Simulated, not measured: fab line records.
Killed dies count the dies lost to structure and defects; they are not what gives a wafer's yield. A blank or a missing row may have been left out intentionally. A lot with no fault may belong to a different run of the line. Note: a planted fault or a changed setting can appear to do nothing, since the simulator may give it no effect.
The same fault as seen by 2 desks ; flow gf180mcu ; each desk holds nothing but its own numbers, with what lay behind them at the end

## AT THE METROLOGY DESK
What the gauges read for every lot (on any tool): the sampled wafers with a number, averaged. Marked OUT: a lot whose mean sits more than 4 standard deviations from the usual mean, which makes it out of limits; the brackets give that distance.
Columns: A = V5_OVL at GF_V5_OVL_MEAS_15, usual -5 nm; B = TOP_METAL_OVL at GF_TOP_METAL_OVL_MEAS_15, usual 1.1 nm; C = PASSIVATION_CVD_00_THK at GF_PASSIVATION_THK_MEAS_01, usual 999 nm
lot;first seen here;A;B;C
L838;day 27 13:19;-13;-0.1;987
L839;day 27 16:12;-5;0.2;995
L840;day 28 01:33;-1;0.8;1008
L841;day 28 13:52;-10;1.5;1013
L843;day 28 20:04;-3;0.1;1026
L845;day 29 07:22;1;0.9;989
L846;day 29 18:25;-4;1.2;998
L848;day 30 11:00;-5;1.9;993
L849;day 30 15:31;-13;1.5;989
L851;day 31 04:52;-3;0.8;997
L855;day 32 06:50;-7;2.6;1000
L856;day 32 13:30;-3;2.4;978
L857;day 32 16:41;-3;0.8;990
L858;day 32 21:15;-6;0.9;995
This desk found nothing out of limits on any of the 14 lots.

## THE TOOL OWNER'S DESK: pvd sputter-04
The tool's own readings at GF_M2_SPUTTER_04 (material TiN, target thk 50 nm, time 41.7 s): means of the sampled wafers that have a number, for each lot that ran on this tool. Marked OUT: a lot whose mean sits more than 4 standard deviations from the usual mean, which makes it out of limits; the brackets give that distance.
Columns: A = throttle valve pct at GF_M2_SPUTTER_04, usual 30.7 %
lot;first seen here;A
L838;day 18 15:04;30.3
L839;day 18 18:41;31.0
L841;day 19 20:04;31.3
L849;day 22 11:50;30.8
L851;day 23 02:54;30.3
L855;day 24 14:47;30.9
L856;day 24 21:08;30.7
L857;day 25 01:59;30.6
L858;day 25 06:14;30.7
This desk found nothing out of limits on any of the 9 lots.

## TAKEN TOGETHER
The metrology desk saw nothing out of limits.
Nothing out of limits was seen by the tool owner's desk.

## WHAT HAD BEEN PUT IN BY THE SIMULATOR
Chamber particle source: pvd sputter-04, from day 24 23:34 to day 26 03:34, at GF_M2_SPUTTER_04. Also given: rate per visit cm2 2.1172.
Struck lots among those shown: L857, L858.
